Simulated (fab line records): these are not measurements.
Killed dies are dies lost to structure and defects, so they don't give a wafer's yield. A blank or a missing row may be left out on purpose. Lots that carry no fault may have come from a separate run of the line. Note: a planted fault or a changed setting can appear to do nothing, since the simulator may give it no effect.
Struck lot and sound lot, side by side | flow gf180mcu | 16 steps out of a route of 602
Sound: the wafers L859.3, L859.4, L859.6. Wafers L865.1, L865.4, L865.5 were the ones struck. The cause is given at the end.
At each step with rows: each side's tool, then ch and its chambers, then its first start. Under that, the readings that differ: sound wafers | struck wafers | difference of the means | sigmas: that difference in standard deviations of wafers without a fault.
alike: same words and numbers on both sides, and readings whose means sit less than 2 such deviations apart. not compared: any withheld reading, any reading some wafer has no value for, any bound like >300 that may hide the same value, and any number with overlapping values for which the record gives no deviation.
A row with sigmas, a row that says differs or no value, or rows on one side alone: a step with any of these is where the two part. Numbers that have no deviation but don't overlap get no sigmas and don't part them. A reading that every wafer of one side lacks parts them only if that side has two wafers or more.

GF_CONTACT_BOW_MEAS_05:
  sound on film-metro-01 at day 16 11:41; struck on film-metro-01 at day 18 18:54
  alike: CONTACT_BOW
then, 8 steps without rows for these wafers: GF_CONTACT_DEHYDRATE_06 (time 60 s); GF_CONTACT_HMDS_07 (prime time 60 s); GF_CONTACT_COAT_08; GF_CONTACT_COAT_09 (resist thk 1000 nm); GF_CONTACT_SOFTBAKE_10 (time 60 s); GF_CONTACT_EXPOSE_11 (exposes mask Contact, target cd 220 nm); GF_CONTACT_PEB_12 (peb time 90 s); GF_CONTACT_DEVELOP_13 (develop time 61.24 s).
GF_CONTACT_CD_MEAS_14: the cd target is 220 nm.
  sound on cd-sem-02 at day 17 09:46; struck on cd-sem-02 at day 19 19:14
  alike: cd-nm
GF_CONTACT_OVL_MEAS_15:
  sound on overlay-01 at day 17 09:52; struck on overlay-01 at day 19 19:22
  alike: CONTACT_OVL
GF_CONTACT_ETCH_16: etches BARC in N2/H2.
  sound on rie-diel-02 ch 0,1, day 17 09:53; struck on rie-diel-02 ch 1,2, day 19 19:23
  alike: bias-w, chamber-pressure-mTorr, drypump-motor-current-A, oes-product-au, throttle-valve-pct
GF_CONTACT_ETCH_17: etches SiO2 in C4F8/O2/Ar, stops on CoSi2, target depth 860 nm.
  sound on rie-diel-02 ch 0,1, day 17 09:00; struck on rie-diel-02 ch 1,2, day 19 19:00
  no value came back on the struck wafers for bias-w (W), chamber-pressure-mTorr (mTorr), oes-product-au (a.u.); on the sound wafers bias-w (W) reads 1202 1200 1204
GF_CONTACT_STRIP_18: strips in O2/N2.
  sound on plasma-asher-02 ch 0,1, day 17 10:05; struck on plasma-asher-02 ch 0,1, day 19 19:34
  reading               | sound             | struck            | difference | sigmas
  oes-product-au (a.u.) | 0.581 0.576 0.576 | 0.666 0.671 0.671 | +0.092     | +18
  alike: drypump-motor-current-A, heater-power-w, o2-flow-sccm
  not compared: rf-hours-counter-h
then, 1 step without rows for these wafers: GF_CONTACT_CLEAN_19 (cleans in SPM).
-- the record jumps here: 12 days lie between the struck wafers' starts before and after (it left off in module CONTACT and takes up again in module PASSIVATION, whose first step shown is number 602 of the route) --
GF_PASSIVATION_PROBE_99:
  only the struck wafers here have rows in the record (prober-02, day 32 03:46); the sound ones have none

== WHERE THEY PART ==
At GF_CONTACT_ETCH_17 first; at GF_PASSIVATION_PROBE_99 last (within this record only).

WHY: whatever the simulator had introduced
Step skipped in full: rie-diel-02, at GF_CONTACT_ETCH_17, from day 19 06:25 onward. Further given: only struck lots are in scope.
